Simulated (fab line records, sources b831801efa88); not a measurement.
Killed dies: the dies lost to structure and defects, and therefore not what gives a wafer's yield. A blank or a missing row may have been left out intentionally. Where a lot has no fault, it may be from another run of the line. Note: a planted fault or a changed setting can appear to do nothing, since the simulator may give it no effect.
fab line records + flow sky130
record
- lots=6
- wafers=18
- last-day=50
route steps=708 shown VT_ADJUST_LVTN@116 VT_ADJUST_NCORE@119 VT_ADJUST_HVTR@131 PAD_OPEN@708
lots with no fault: from the same line, run without faults
start-h: hours from the record's first day to the start of the lot's first wafer shown + wait-h: how many hours have passed since the lot's step before this one + " same as the row above + L1.1+2: a row that stands for several wafers + - either no value or no given start + * or withheld: withheld + < > ~ a bound
route shown NAME@n: a module of which the file shows steps, and the number in the route of the first + usual: the fault-free wafers' mean and standard deviation + same: alike in all rows + chamber/n: place in a boat + sites: readings site by site + _std_site: the standard deviation of these + _edge_site: mean of outer sites minus mean of inner sites + radius-mm: how far each site lies from the wafer's centre + mask NAME#n: copy n + behind: the tool/chamber that last shaped the wafer + hold: the reason the lot was held/the length of the hold in hours/how it ended + device: the transistor (n, p or np) that didn't switch + end of line: tests of these same wafers at the route's end + step lacking rows: just its recipe + killed: not the wafer's yield, but the dies lost to structure and defects at the first sort + map: the dies of a wafer, with x for killed, . for not killed, _ for no die there
set.NAME: setting as actually run; set.NAME@STEP: the setting as run at that earlier step + model.NAME: the simulator's own value behind a step, which no gauge read
certain route steps with their lots: each step a table, each wafer a row
services: when a tool's chamber went out of use (start-h, in hours from the record's first day, below 0 if earlier), for how many hours, and the reason
## steps
# step SKY_VT_ADJUST_LVTN_IMPLANT_19
# recipe
- species=B
- energy-kev=30
- dose-cm2=6.5e+11
- tilt-deg=withheld
# step SKY_VT_ADJUST_LVTN_STRIP_20
# recipe
- chemistry=O2/N2
- power-w=1400
- pressure-mtorr=1500
- platen-temp-c=withheld
- o2-flow-sccm=3000
- n2-flow-sccm=300
- overash-fraction=0.5
# usual
- drypump-motor-current-A=6.06/0.26
- oes-product-au=0.716/0.0048
- strip-time-to-endpoint-s=14.18/0.049
| lot.wafer | tool            | chamber | start-h | wait-h | drypump-motor-current-A | oes-product-au | rf-hours-counter-h | strip-time-to-endpoint-s |
|-----------|-----------------|---------|---------|--------|-------------------------|----------------|--------------------|--------------------------|
| L328.1    | plasma-asher-03 | 0       | 243.48  | 0.1    | 6.45                    | 0.710          | 41                 | 14.22                    |
| L328.3    | "               | 0       | "       | "      | 6.48                    | 0.712          | -                  | 14.19                    |
| L328.5    | "               | 1       | "       | "      | 6.01                    | 0.709          | -                  | 14.21                    |
| L329.2    | plasma-asher-04 | 0       | 248.57  | 0.1    | 6.24                    | 0.721          | 59                 | 14.13                    |
| L329.3    | "               | 0       | "       | "      | 6.18                    | 0.710          | -                  | 14.10                    |
| L329.6    | "               | 1       | "       | "      | 5.99                    | 0.715          | -                  | 14.14                    |
| L331.1    | plasma-asher-04 | 1       | 259.87  | 0.1    | 5.94                    | 0.723          | 60                 | 14.21                    |
| L331.2    | "               | 0       | "       | "      | 6.23                    | 0.716          | 60                 | 14.22                    |
| L331.3    | "               | 1       | "       | "      | 5.96                    | 0.717          | -                  | 14.19                    |
| L338.2    | plasma-asher-03 | 1       | 311.17  | 0.1    | 6.01                    | 0.722          | 48                 | 14.23                    |
| L338.3    | "               | 0       | "       | "      | 6.44                    | 0.716          | -                  | 14.20                    |
| L338.6    | "               | 0       | "       | "      | 6.43                    | 0.704          | -                  | 14.21                    |
| L340.2    | plasma-asher-01 | 1       | 316.62  | 0.1    | 6.04                    | 0.722          | 63                 | 14.22                    |
| L340.3    | "               | 0       | "       | "      | 5.55                    | 0.722          | -                  | 14.19                    |
| L340.6    | "               | 1       | "       | "      | 6.04                    | 0.712          | -                  | 14.19                    |
| L339.1    | plasma-asher-03 | 0       | 316.77  | 0.1    | 6.44                    | 0.712          | 48                 | 14.11                    |
| L339.5    | "               | 0       | "       | "      | 6.43                    | 0.712          | -                  | 14.11                    |
| L339.6    | "               | 1       | "       | "      | 5.98                    | 0.716          | -                  | 14.13                    |
# step SKY_VT_ADJUST_LVTN_TW_MEAS_21
# usual
- VT_ADJUST_LVTN_2_TW=188.5/1.3
| lot.wafer | tool          | chamber | start-h | wait-h | VT_ADJUST_LVTN_2_TW |
|-----------|---------------|---------|---------|--------|---------------------|
| L328.1    | film-metro-04 | -       | 243.58  | 0.1    | 187.3               |
| L328.3    | "             | -       | "       | "      | 187.5               |
| L328.5    | "             | -       | "       | "      | 188.4               |
| L329.2    | film-metro-04 | -       | 248.68  | 0.1    | 188.9               |
| L329.3    | "             | -       | "       | "      | 188.3               |
| L329.6    | "             | -       | "       | "      | 188.4               |
| L331.1    | film-metro-03 | -       | 259.97  | 0.1    | 187.3               |
| L331.2    | "             | -       | "       | "      | 187.2               |
| L331.3    | "             | -       | "       | "      | 188.3               |
| L338.2    | film-metro-04 | -       | 311.28  | 0.1    | 188.1               |
| L338.3    | "             | -       | "       | "      | 188.9               |
| L338.6    | "             | -       | "       | "      | 187.0               |
| L340.2    | film-metro-04 | -       | 316.73  | 0.1    | 188.8               |
| L340.3    | "             | -       | "       | "      | 188.6               |
| L340.6    | "             | -       | "       | "      | 189.2               |
| L339.1    | film-metro-03 | -       | 316.87  | 0.1    | 187.3               |
| L339.5    | "             | -       | "       | "      | 188.3               |
| L339.6    | "             | -       | "       | "      | 187.9               |
# step SKY_VT_ADJUST_NCORE_DEHYDRATE_00
# recipe
- temp-c=200
- time-s=60
# step SKY_VT_ADJUST_NCORE_HMDS_01
# recipe
- prime-time-s=60
- prime-temp-c=120
# step SKY_VT_ADJUST_NCORE_COAT_02
# recipe
- resist=NOVOLAK
- spin-rpm=3000
- resist-thk-nm=1140
# step SKY_VT_ADJUST_NCORE_SOFTBAKE_03
# recipe
- temp-c=90
- time-s=61.41
- resist=NOVOLAK
# usual
- exhaust-pa=45.0/0.88
- plate-sensor-t-centre-C=90.757/0.01
- plate-sensor-t-edge-C=90.829/0.011
# same
- time-s=61.41
| lot.wafer | tool           | chamber | start-h | wait-h | exhaust-pa | plate-sensor-t-centre-C | plate-sensor-t-edge-C |
|-----------|----------------|---------|---------|--------|------------|-------------------------|-----------------------|
| L328.1    | litho-track-02 | 0       | 255.69  | 0.1    | 46.9       | 90.762                  | 90.820                |
| L328.3    | "              | 0       | "       | "      | 46.2       | 90.758                  | 90.855                |
| L328.5    | "              | 0       | "       | "      | 44.9       | 90.749                  | 90.838                |
| L329.2    | litho-track-02 | 0       | 260.17  | 0.1    | 43.9       | 90.753                  | 90.842                |
| L329.3    | "              | 0       | "       | "      | 46.1       | 90.779                  | 90.845                |
| L329.6    | "              | 0       | "       | "      | 44.6       | 90.747                  | 90.831                |
| L331.1    | litho-track-02 | 0       | 271.69  | 0.1    | 45.9       | 90.768                  | 90.850                |
| L331.2    | "              | 0       | "       | "      | 45.0       | 90.751                  | 90.827                |
| L331.3    | "              | 0       | "       | "      | 46.3       | 90.764                  | 90.817                |
| L338.2    | litho-track-01 | 0       | 324.66  | 0.1    | 44.8       | 90.753                  | 90.832                |
| L338.3    | "              | 0       | "       | "      | 45.2       | 90.746                  | 90.829                |
| L338.6    | "              | 0       | "       | "      | 45.0       | 90.760                  | 90.821                |
| L340.2    | litho-track-04 | 0       | 329.95  | 0.1    | 44.6       | 90.770                  | 90.836                |
| L340.3    | "              | 0       | "       | "      | 45.9       | 90.757                  | 90.818                |
| L340.6    | "              | 0       | "       | "      | 45.9       | 90.752                  | 90.823                |
| L339.1    | litho-track-02 | 0       | 329.99  | 0.1    | 44.8       | 90.780                  | 90.835                |
| L339.5    | "              | 0       | "       | "      | 43.0       | 90.760                  | 90.820                |
| L339.6    | "              | 0       | "       | "      | 44.8       | 90.780                  | 90.838                |
# step SKY_VT_ADJUST_NCORE_EXPOSE_04
# recipe
- mask-id=LVTN_COMPLEMENT_THIN
- na=0.6
- source-shape=conventional
- sigma-outer=0.6
- polarization=unpolarized
- target-cd-nm=380
- dose-mj=139
# step SKY_VT_ADJUST_NCORE_PEB_05
# recipe
- temp-c=withheld
- time-s=*
- resist=NOVOLAK
# step SKY_VT_ADJUST_NCORE_DEVELOP_06
# recipe
- resist=NOVOLAK
- developer=TMAH
- develop-time-s=60
- dev-temp-c=23
# step SKY_VT_ADJUST_NCORE_CD_MEAS_07
# recipe
- target-cd-nm=380
# usual
- cd-nm=380.3/2.2
| lot.wafer | tool      | chamber | start-h | wait-h | cd-nm |
|-----------|-----------|---------|---------|--------|-------|
| L328.1    | cd-sem-02 | -       | 268.42  | 0.1    | 377.7 |
| L328.3    | "         | -       | "       | "      | 378.9 |
| L328.5    | "         | -       | "       | "      | 378.9 |
| L329.2    | cd-sem-01 | -       | 272.24  | 0.1    | 379.5 |
| L329.3    | "         | -       | "       | "      | 378.4 |
| L329.6    | "         | -       | "       | "      | 375.7 |
| L331.1    | cd-sem-02 | -       | 284.17  | 0.1    | 379.5 |
| L331.2    | "         | -       | "       | "      | 378.6 |
| L331.3    | "         | -       | "       | "      | 378.2 |
| L338.2    | cd-sem-01 | -       | 337.25  | 0.1    | 380.1 |
| L338.3    | "         | -       | "       | "      | 382.9 |
| L338.6    | "         | -       | "       | "      | 383.6 |
| L340.2    | cd-sem-01 | -       | 342.85  | 0.1    | 382.7 |
| L340.3    | "         | -       | "       | "      | 381.7 |
| L340.6    | "         | -       | "       | "      | 382.5 |
| L339.1    | cd-sem-02 | -       | 342.89  | 0.1    | 382.5 |
| L339.5    | "         | -       | "       | "      | 381.9 |
| L339.6    | "         | -       | "       | "      | 379.9 |
# step SKY_VT_ADJUST_NCORE_OVL_MEAS_08
# usual
- VT_ADJUST_NCORE_OVL=1.0/1.2
| lot.wafer | tool       | chamber | start-h | wait-h | VT_ADJUST_NCORE_OVL[nm] |
|-----------|------------|---------|---------|--------|-------------------------|
| L328.1    | overlay-02 | -       | 268.54  | 0.1    | -0.2                    |
| L328.3    | "          | -       | "       | "      | 0.0                     |
| L328.5    | "          | -       | "       | "      | -0.2                    |
| L329.2    | overlay-01 | -       | 272.35  | 0.1    | 0.6                     |
| L329.3    | "          | -       | "       | "      | 0.1                     |
| L329.6    | "          | -       | "       | "      | 0.7                     |
| L331.1    | overlay-01 | -       | 284.29  | 0.1    | 1.1                     |
| L331.2    | "          | -       | "       | "      | 2.0                     |
| L331.3    | "          | -       | "       | "      | -0.1                    |
| L338.2    | overlay-01 | -       | 337.36  | 0.1    | 0.7                     |
| L338.3    | "          | -       | "       | "      | 1.5                     |
| L338.6    | "          | -       | "       | "      | 2.2                     |
| L340.2    | overlay-01 | -       | 342.96  | 0.1    | 0.9                     |
| L340.3    | "          | -       | "       | "      | 0.9                     |
| L340.6    | "          | -       | "       | "      | 1.7                     |
| L339.1    | overlay-02 | -       | 343.01  | 0.1    | -0.7                    |
| L339.5    | "          | -       | "       | "      | 0.1                     |
| L339.6    | "          | -       | "       | "      | 2.4                     |
# step SKY_VT_ADJUST_NCORE_IMPLANT_09
# recipe
- species=B
- energy-kev=10
- dose-cm2=2.4e+12
- tilt-deg=withheld
# usual
- beam-energy-keV=9.999/0.0032
- dose-ions-cm2=2.3999e+12/2.9e+09
- faraday-current-uA=13.50/0.3
# same
- implant-ion-amu=11
| lot.wafer | tool         | chamber | start-h | wait-h | beam-energy-keV | dose-ions-cm2 | faraday-current-uA |
|-----------|--------------|---------|---------|--------|-----------------|---------------|--------------------|
| L328.1    | implanter-04 | 0       | 268.58  | 0.0    | 9.998           | 2.397e+12     | 13.52              |
| L328.3    | "            | 0       | "       | "      | 9.996           | 2.4015e+12    | 13.70              |
| L328.5    | "            | 0       | "       | "      | 10.000          | 2.4012e+12    | 13.37              |
| L329.2    | implanter-04 | 0       | 272.40  | 0.0    | 10.003          | 2.3955e+12    | 13.26              |
| L329.3    | "            | 0       | "       | "      | 9.995           | 2.3973e+12    | 12.98              |
| L329.6    | "            | 0       | "       | "      | 10.000          | 2.3975e+12    | 13.31              |
| L331.1    | implanter-02 | 0       | 284.33  | 0.0    | 9.997           | 2.397e+12     | 13.04              |
| L331.2    | "            | 0       | "       | "      | 9.999           | 2.4e+12       | 14.10              |
| L331.3    | "            | 0       | "       | "      | 9.997           | 2.3958e+12    | 13.65              |
| L338.2    | implanter-04 | 0       | 337.41  | 0.0    | 9.995           | 2.1622e+12    | 12.36              |
| L338.3    | "            | 0       | "       | "      | 9.992           | 2.1648e+12    | 12.07              |
| L338.6    | "            | 0       | "       | "      | 9.999           | 2.1629e+12    | 11.91              |
| L340.2    | implanter-04 | 0       | 343.01  | 0.0    | 9.998           | 2.1623e+12    | 11.65              |
| L340.3    | "            | 0       | "       | "      | 9.995           | 2.1641e+12    | 12.43              |
| L340.6    | "            | 0       | "       | "      | 9.997           | 2.1548e+12    | 12.46              |
| L339.1    | implanter-02 | 0       | 343.05  | 0.0    | 9.993           | 2.4002e+12    | 13.61              |
| L339.5    | "            | 0       | "       | "      | 9.995           | 2.3998e+12    | 13.40              |
| L339.6    | "            | 0       | "       | "      | 9.996           | 2.4024e+12    | 13.89              |
# step SKY_VT_ADJUST_NCORE_STRIP_10
# recipe
- chemistry=O2/N2
- power-w=1400
- pressure-mtorr=1500
- platen-temp-c=withheld
- o2-flow-sccm=3000
- n2-flow-sccm=300
- overash-fraction=0.5
# usual
- drypump-motor-current-A=5.80/0.23
- oes-product-au=0.715/0.0047
- strip-time-to-endpoint-s=14.18/0.051
| lot.wafer | tool            | chamber | start-h | wait-h | drypump-motor-current-A | oes-product-au | rf-hours-counter-h | strip-time-to-endpoint-s |
|-----------|-----------------|---------|---------|--------|-------------------------|----------------|--------------------|--------------------------|
| L328.1    | plasma-asher-01 | 0       | 268.73  | 0.1    | 5.57                    | 0.706          | 60                 | 14.18                    |
| L328.3    | "               | 0       | "       | "      | 5.56                    | 0.715          | -                  | 14.16                    |
| L328.5    | "               | 0       | "       | "      | 5.55                    | 0.720          | -                  | 14.17                    |
| L329.2    | plasma-asher-01 | 1       | 272.53  | 0.1    | 6.03                    | 0.717          | 60                 | 14.18                    |
| L329.3    | "               | 1       | "       | "      | 6.04                    | 0.713          | -                  | 14.18                    |
| L329.6    | "               | 1       | "       | "      | 6.03                    | 0.714          | -                  | 14.21                    |
| L331.1    | plasma-asher-02 | 1       | 284.48  | 0.1    | 5.75                    | 0.724          | 16                 | 14.18                    |
| L331.2    | "               | 0       | "       | "      | 5.59                    | 0.720          | 16                 | 14.14                    |
| L331.3    | "               | 0       | "       | "      | 5.58                    | 0.712          | -                  | 14.18                    |
| L338.2    | plasma-asher-02 | 0       | 337.54  | 0.1    | 5.59                    | 0.719          | 22                 | 14.12                    |
| L338.3    | "               | 0       | "       | "      | 5.57                    | 0.720          | -                  | 14.11                    |
| L338.6    | "               | 1       | "       | "      | 5.69                    | 0.715          | -                  | 14.11                    |
| L340.2    | plasma-asher-02 | 1       | 343.14  | 0.1    | 5.70                    | 0.716          | 22                 | 14.06                    |
| L340.3    | "               | 1       | "       | "      | 5.73                    | 0.705          | -                  | 14.11                    |
| L340.6    | "               | 1       | "       | "      | 5.73                    | 0.709          | -                  | 14.10                    |
| L339.1    | plasma-asher-01 | 0       | 343.20  | 0.1    | 5.58                    | 0.714          | 66                 | 14.23                    |
| L339.5    | "               | 1       | "       | "      | 6.00                    | 0.711          | -                  | 14.19                    |
| L339.6    | "               | 0       | "       | "      | 5.58                    | 0.717          | -                  | 14.23                    |
# step SKY_VT_ADJUST_NCORE_TW_MEAS_11
# usual
- VT_ADJUST_NCORE_TW=219.6/1.2
| lot.wafer | tool          | chamber | start-h | wait-h | VT_ADJUST_NCORE_TW |
|-----------|---------------|---------|---------|--------|--------------------|
| L328.1    | film-metro-03 | -       | 268.83  | 0.1    | 217.8              |
| L328.3    | "             | -       | "       | "      | 219.8              |
| L328.5    | "             | -       | "       | "      | 219.2              |
| L329.2    | film-metro-04 | -       | 272.64  | 0.1    | 220.0              |
| L329.3    | "             | -       | "       | "      | 218.8              |
| L329.6    | "             | -       | "       | "      | 218.5              |
| L331.1    | film-metro-01 | -       | 284.58  | 0.1    | 220.1              |
| L331.2    | "             | -       | "       | "      | 220.0              |
| L331.3    | "             | -       | "       | "      | 220.2              |
| L338.2    | film-metro-01 | -       | 337.65  | 0.1    | 215.3              |
| L338.3    | "             | -       | "       | "      | 214.2              |
| L338.6    | "             | -       | "       | "      | 215.5              |
| L340.2    | film-metro-03 | -       | 343.25  | 0.1    | 212.6              |
| L340.3    | "             | -       | "       | "      | 213.7              |
| L340.6    | "             | -       | "       | "      | 211.9              |
| L339.1    | film-metro-04 | -       | 343.30  | 0.1    | 218.9              |
| L339.5    | "             | -       | "       | "      | 220.3              |
| L339.6    | "             | -       | "       | "      | 218.5              |
# step SKY_VT_ADJUST_HVTR_DEHYDRATE_00
# recipe
- temp-c=200
- time-s=60
# step SKY_PAD_OPEN_PROBE_99
# usual
- killed_at_M0_to_M3=44/7
- killed_at_M4_up=3.2/2
- killed-at-contacts=25/5.3
- killed-at-front-end=15/4.3
- killed-at-other=0.3/0.54
- killed-dies=86/8.7
- killed-open=47/6.4
- killed-short=39/5.6
# same
- gross-dies=492
- killed-at-back-side=0
| lot.wafer | tool      | chamber | start-h | wait-h | killed_at_M0_to_M3 | killed_at_M4_up | killed-at-contacts | killed-at-front-end | killed-at-other | killed-dies | killed-open | killed-short | model.etest.nfet_16v.r-on-ohm-um | model.etest.pfet-g5v0d10v5.r-on-ohm-um | model.etest.res-pwell-under-gate.rs-ohm-sq | model.etest.nfet-g5v0d10v5.r-on-ohm-um | model.etest.pfet-g5v0d10v5.drive-ua-um | model.etest.pfet_16v.drive-ua-um | model.etest.nfet_16v.drive-ua-um | model.etest.pfet-g5v0d10v5.off-log10-a-um |
|-----------|-----------|---------|---------|--------|--------------------|-----------------|--------------------|---------------------|-----------------|-------------|-------------|--------------|----------------------------------|----------------------------------------|--------------------------------------------|----------------------------------------|----------------------------------------|----------------------------------|----------------------------------|-------------------------------------------|
| L328.1    | prober-02 | -       | 1144.05 | 0.1    | 31                 | 1               | 32                 | 7                   | 1               | 72          | 43          | 29           | 1.422e+04                        | 4882                                   | 2281                                       | 1928                                   | 341.6                                  | 246.5                            | 221.8                            | -12.53                                    |
| L328.3    | prober-02 | -       | 1144.15 | 0.2    | 45                 | 5               | 27                 | 11                  | 1               | 89          | 38          | 50           | 1.426e+04                        | 4807                                   | 2266                                       | 1911                                   | 340.4                                  | 246.1                            | 218.5                            | -12.24                                    |
| L328.5    | prober-02 | -       | 1144.25 | 0.2    | 35                 | 3               | 14                 | 12                  | 1               | 65          | 34          | 31           | 1.41e+04                         | 4710                                   | 2265                                       | 1901                                   | 346                                    | 252.9                            | 223.1                            | -12.35                                    |
| L329.2    | prober-01 | -       | 1146.51 | 0.1    | 38                 | 0               | 31                 | 17                  | 0               | 86          | 52          | 34           | 1.412e+04                        | 4802                                   | 2289                                       | 1919                                   | 339.1                                  | 240.8                            | 220.1                            | -12.22                                    |
| L329.3    | prober-01 | -       | 1146.56 | 0.2    | 51                 | 1               | 20                 | 12                  | 1               | 85          | 52          | 33           | 1.416e+04                        | 4825                                   | 2297                                       | 1898                                   | 336.9                                  | 242.2                            | 219.8                            | -12.27                                    |
| L329.6    | prober-01 | -       | 1146.71 | 0.2    | 44                 | 3               | 41                 | 13                  | 0               | 101         | 59          | 41           | 1.43e+04                         | 4838                                   | 2299                                       | 1935                                   | 332.4                                  | 237.7                            | 216.3                            | -12.43                                    |
| L331.1    | prober-01 | -       | 1157.01 | 0.1    | 48                 | 1               | 27                 | 15                  | 0               | 91          | 55          | 36           | 1.397e+04                        | 4844                                   | 2283                                       | 1900                                   | 333.2                                  | 246.5                            | 218.8                            | -12.67                                    |
| L331.2    | prober-01 | -       | 1157.06 | 0.1    | 44                 | 6               | 24                 | 13                  | 0               | 87          | 49          | 38           | 1.398e+04                        | 4766                                   | 2279                                       | 1867                                   | 334.6                                  | 243.2                            | 218                              | -12.75                                    |
| L331.3    | prober-01 | -       | 1157.11 | 0.2    | 55                 | 3               | 27                 | 21                  | 0               | 106         | 60          | 45           | 1.406e+04                        | 4906                                   | 2285                                       | 1906                                   | 326.3                                  | 242.2                            | 216.7                            | -13.13                                    |
| L338.2    | prober-02 | -       | 1191.95 | 0.1    | 49                 | 8               | 36                 | 10                  | 1               | 104         | 59          | 45           | 1.372e+04                        | 4893                                   | 2317                                       | 1882                                   | 327.1                                  | 226.3                            | 222.9                            | -13.57                                    |
| L338.3    | prober-02 | -       | 1192.00 | 0.2    | 48                 | 2               | 24                 | 15                  | 0               | 89          | 48          | 41           | 1.364e+04                        | 4986                                   | 2327                                       | 1884                                   | 322.3                                  | 231.5                            | 223.3                            | -13.56                                    |
| L338.6    | prober-02 | -       | 1192.15 | 0.2    | 36                 | 0               | 34                 | 16                  | 0               | 86          | 42          | 44           | 1.375e+04                        | 4919                                   | 2332                                       | 1887                                   | 324.5                                  | 227.3                            | 225.5                            | -13.54                                    |
| L340.2    | prober-01 | -       | 1193.59 | 0.1    | 48                 | 4               | 30                 | 11                  | 0               | 93          | 58          | 35           | 1.354e+04                        | 4798                                   | 2304                                       | 1843                                   | 334.1                                  | 240.5                            | 228.1                            | -13.38                                    |
| L340.3    | prober-01 | -       | 1193.64 | 0.2    | 48                 | 3               | 35                 | 11                  | 0               | 97          | 58          | 39           | 1.369e+04                        | 4894                                   | 2319                                       | 1857                                   | 327.2                                  | 240.8                            | 223.6                            | -13.5                                     |
| L340.6    | prober-01 | -       | 1193.79 | 0.2    | 56                 | 5               | 19                 | 19                  | 0               | 99          | 52          | 47           | 1.38e+04                         | 4897                                   | 2315                                       | 1887                                   | 327.6                                  | 240.6                            | 222.9                            | -13.39                                    |
| L339.1    | prober-02 | -       | 1198.36 | 0.1    | 42                 | 3               | 27                 | 14                  | 0               | 86          | 44          | 42           | 1.446e+04                        | 4919                                   | 2294                                       | 1951                                   | 325.6                                  | 236                              | 208.5                            | -12.9                                     |
| L339.5    | prober-02 | -       | 1198.56 | 0.2    | 37                 | 2               | 21                 | 19                  | 0               | 79          | 34          | 45           | 1.437e+04                        | 4928                                   | 2312                                       | 1925                                   | 322.7                                  | 234.3                            | 209.8                            | -13.03                                    |
| L339.6    | prober-02 | -       | 1198.61 | 0.2    | 33                 | 3               | 40                 | 19                  | 0               | 95          | 53          | 42           | 1.437e+04                        | 4874                                   | 2290                                       | 1935                                   | 328.7                                  | 236.1                            | 210.9                            | -12.74                                    |
# killed by level:class
L328.1 CONTACT:geometric-particle:open=14 VIA1:geometric-particle:open=7 LI_CONTACT:geometric-particle:open=6 LI_CONTACT:geometric-particle:short=6 METAL1:geometric-particle:short=5 VIA3:geometric-particle:open=5 VIA2:geometric-particle:open=4 METAL3:geometric-particle:short=4
L328.3 VIA3:geometric-particle:open=10 LI_CONTACT:geometric-particle:open=8 CONTACT:geometric-particle:short=7 VIA1:geometric-particle:open=6 METAL2:geometric-particle:short=6 METAL1:geometric-particle:short=5 VIA1:geometric-particle:short=5 FIELD_ISO:geometric-particle:short=4
L328.5 VIA1:geometric-particle:short=8 VIA1:geometric-particle:open=8 FIELD_ISO:geometric-particle:open=5 LOCAL_INTERCONNECT:geometric-particle:short=5 VIA2:geometric-particle:open=5 VIA3:geometric-particle:open=5 FIELD_ISO:geometric-particle:short=4 CONTACT:geometric-particle:open=4
L329.2 LI_CONTACT:geometric-particle:open=9 VIA2:geometric-particle:open=8 CONTACT:geometric-particle:open=8 VIA1:geometric-particle:open=8 LOCAL_INTERCONNECT:geometric-particle:short=6 METAL2:geometric-particle:short=6 POLY_GATE:geometric-particle:open=5 VIA2:geometric-particle:short=4
L329.3 VIA1:geometric-particle:open=14 METAL2:geometric-particle:short=7 VIA2:geometric-particle:open=7 CONTACT:geometric-particle:open=6 FIELD_ISO:geometric-particle:open=5 CONTACT:geometric-particle:short=5 LI_CONTACT:geometric-particle:open=4 LOCAL_INTERCONNECT:geometric-particle:short=4
L329.6 CONTACT:geometric-particle:open=18 VIA1:geometric-particle:open=11 CONTACT:geometric-particle:short=9 VIA2:geometric-particle:open=8 LI_CONTACT:geometric-particle:open=7 METAL2:geometric-particle:short=7 VIA3:geometric-particle:open=5 LOCAL_INTERCONNECT:geometric-particle:short=4
L331.1 VIA1:geometric-particle:open=12 CONTACT:geometric-particle:open=10 VIA2:geometric-particle:open=10 LI_CONTACT:geometric-particle:open=8 CONTACT:geometric-particle:short=7 VIA3:geometric-particle:open=7 FIELD_ISO:geometric-particle:short=5 METAL1:geometric-particle:short=5
L331.2 VIA1:geometric-particle:open=12 VIA2:geometric-particle:open=9 CONTACT:geometric-particle:open=7 VIA3:geometric-particle:open=6 FIELD_ISO:geometric-particle:short=5 METAL1:geometric-particle:short=5 LI_CONTACT:geometric-particle:open=5 LOCAL_INTERCONNECT:geometric-particle:short=5
L331.3 VIA1:geometric-particle:open=12 CONTACT:geometric-particle:open=12 LI_CONTACT:geometric-particle:open=7 VIA3:geometric-particle:open=7 VIA3:geometric-particle:short=7 POLY_GATE:geometric-particle:open=6 METAL1:geometric-particle:short=6 FIELD_ISO:geometric-particle:short=5
L338.2 VIA1:geometric-particle:open=18 LOCAL_INTERCONNECT:geometric-particle:short=9 LI_CONTACT:geometric-particle:open=7 VIA2:geometric-particle:open=7 LI_CONTACT:geometric-particle:short=6 CONTACT:geometric-particle:short=6 CONTACT:geometric-particle:open=6 METAL4:geometric-particle:short=5
L338.3 VIA1:geometric-particle:open=12 METAL1:geometric-particle:short=10 LI_CONTACT:geometric-particle:open=8 VIA3:geometric-particle:open=7 CONTACT:geometric-particle:open=6 VIA2:geometric-particle:open=5 METAL3:geometric-particle:short=5 FIELD_ISO:geometric-particle:open=4
L338.6 CONTACT:geometric-particle:open=16 VIA1:geometric-particle:open=8 POLY_GATE:geometric-particle:short=6 LOCAL_INTERCONNECT:geometric-particle:short=6 FIELD_ISO:geometric-particle:open=5 CONTACT:geometric-particle:short=5 METAL1:geometric-particle:short=5 VIA1:geometric-particle:short=5
L340.2 CONTACT:geometric-particle:open=14 VIA1:geometric-particle:open=12 VIA2:geometric-particle:open=11 LI_CONTACT:geometric-particle:open=8 METAL2:geometric-particle:short=7 VIA3:geometric-particle:open=5 CONTACT:geometric-particle:short=5 METAL4:geometric-particle:short=3
L340.3 CONTACT:geometric-particle:open=16 VIA1:geometric-particle:open=10 LI_CONTACT:geometric-particle:open=8 CONTACT:geometric-particle:short=7 METAL1:geometric-particle:short=7 METAL2:geometric-particle:short=7 VIA2:geometric-particle:open=7 VIA3:geometric-particle:open=6
L340.6 VIA1:geometric-particle:open=11 VIA1:geometric-particle:short=10 VIA2:geometric-particle:open=9 FIELD_ISO:geometric-particle:open=7 LI_CONTACT:geometric-particle:open=7 CONTACT:geometric-particle:open=7 VIA3:geometric-particle:open=6 FIELD_ISO:geometric-particle:short=5
L339.1 CONTACT:geometric-particle:open=11 VIA1:geometric-particle:open=9 FIELD_ISO:geometric-particle:open=6 VIA1:geometric-particle:short=6 METAL2:geometric-particle:short=6 LI_CONTACT:geometric-particle:open=5 SPACER:geometric-particle:short=4 LI_CONTACT:geometric-particle:short=4
L339.5 CONTACT:geometric-particle:short=10 VIA1:geometric-particle:open=8 VIA2:geometric-particle:open=6 VIA1:geometric-particle:short=6 VIA3:geometric-particle:open=6 FIELD_ISO:geometric-particle:short=5 POLY_GATE:geometric-particle:short=5 LI_CONTACT:geometric-particle:open=5
L339.6 CONTACT:geometric-particle:open=15 CONTACT:geometric-particle:short=13 VIA1:geometric-particle:open=8 FIELD_ISO:geometric-particle:open=6 VIA2:geometric-particle:open=6 LI_CONTACT:geometric-particle:open=5 POLY_GATE:geometric-particle:open=4 LI_CONTACT:geometric-particle:short=4
## services
| tool            | chamber | start-h | hours | kind   |
|-----------------|---------|---------|-------|--------|
| implanter-04    | -       | 235.99  | 28.4  | pm     |
| plasma-asher-01 | -       | 275.52  | 14.6  | pm     |
| plasma-asher-03 | -       | 319.79  | 3.2   | repair |
## key
first-sign
- step=SKY_VT_ADJUST_NCORE_IMPLANT_09
- reading=dose-ions-cm2
- direction=down
- sigmas=82
- usual=*
- struck=*
effect
- step=SKY_VT_ADJUST_NCORE_IMPLANT_09
- reading=faraday-current-uA
- direction=down
- sigmas=4.5
- usual=13.50
- struck=12.15
effect
- step=SKY_VT_ADJUST_NCORE_TW_MEAS_11
- reading=VT_ADJUST_NCORE_TW
- direction=down
- sigmas=4.8
- usual=219.6
- struck=213.9
model-effect
- step=SKY_PAD_OPEN_PROBE_99
- value=etest.nfet_16v.r-on-ohm-um
- without=1.41e+04
- struck=1.369e+04
met-at SKY_VT_ADJUST_NCORE_IMPLANT_09
struck-wafers L338.2,L338.3,L338.6,L340.2,L340.3,L340.6
tester-left-out L338,L340
onset-between 272.40 337.41
fault
- kind=process-parameter-drift
- tool=implanter-04
- chamber=-
- onset-h=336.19
- steps=SKY_VT_ADJUST_NCORE_IMPLANT_09
- channel=dose-cm2
- offset=*
- shape=step
- end-h=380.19
- acts-in=*
- stated=*
# tester-left-out: of these lots the tester's yield and bins aren't shown, on N5 and GAA mostly nor the transistor test; their killed dies are dies lost to structure and defects alone, not to doping, threshold or leakage, so they don't give the yield
